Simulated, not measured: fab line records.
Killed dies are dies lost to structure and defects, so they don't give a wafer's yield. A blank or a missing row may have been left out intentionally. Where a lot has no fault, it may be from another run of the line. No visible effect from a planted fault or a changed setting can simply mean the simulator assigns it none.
The same fault as seen by 2 desks / flow sfq_line / only its own numbers are on each desk; what lay behind them is given at the end

## AT THE METROLOGY DESK
What the gauges read, lot by lot, whatever tool the lot ran on: means of the sampled wafers that have a number. Marked OUT: a lot whose mean sits more than 4 standard deviations from the usual mean, which makes it out of limits; the brackets give that distance.
Columns: A = I4_BOW at SFQ_I4_BOW_MEAS_927, usual 5 um
lot=L433; first seen here=day 50 11:48; A=1
lot=L434; first seen here=day 50 14:49; A=-1
lot=L435; first seen here=day 50 16:31; A=9
lot=L436; first seen here=day 50 17:50; A=-6
lot=L437; first seen here=day 50 19:29; A=7
lot=L438; first seen here=day 51 23:48; A=6
lot=L441; first seen here=day 61 23:25; A=8
lot=L442; first seen here=day 62 00:40; A=0
lot=L444; first seen here=day 62 06:38; A=9
lot=L450; first seen here=day 62 20:28; A=12
lot=L451; first seen here=day 62 23:28; A=27
lot=L453; first seen here=day 63 03:01; A=7
Result from this desk: across the 12 lots, nothing is out of limits.

## AT THE TOOL OWNER'S DESK: cmp-02
The tool's own readings at SFQ_TRILAYER_I4_CMP_CMP_100 (polishes SiO2): means of the sampled wafers that have a number, for each lot that ran on this tool. Marked OUT: a lot whose mean sits more than 4 standard deviations from the usual mean, which makes it out of limits; the brackets give that distance.
Columns: A = edge_zone_pressure_frac at SFQ_TRILAYER_I4_CMP_CMP_100, usual 1.000; B = head_pressure_psi at SFQ_TRILAYER_I4_CMP_CMP_100, usual 3.001 psi; C = motor_current_A at SFQ_TRILAYER_I4_CMP_CMP_100, usual 10.4 A; D = time_to_endpoint_s at SFQ_TRILAYER_I4_CMP_CMP_100, usual 213 s
lot=L435; first seen here=day 50 13:29; A=0.997; B=2.995; C=9.3; D=214
lot=L437; first seen here=day 50 17:29; A=1.004; B=3.009; C=10.6; D=213
lot=L442; first seen here=day 61 21:37; A=1.006; B=2.998; C=11.4; D=228
lot=L444; first seen here=day 62 04:07; A=1.001; B=2.998; C=11.5; D=229
Result from this desk: across the 4 lots, nothing is out of limits.

## BROUGHT TOGETHER
Metrology desk: nothing out of limits seen.
Nothing out of limits was seen by the tool owner's desk.

## WHAT THE SIMULATOR HAD PUT IN
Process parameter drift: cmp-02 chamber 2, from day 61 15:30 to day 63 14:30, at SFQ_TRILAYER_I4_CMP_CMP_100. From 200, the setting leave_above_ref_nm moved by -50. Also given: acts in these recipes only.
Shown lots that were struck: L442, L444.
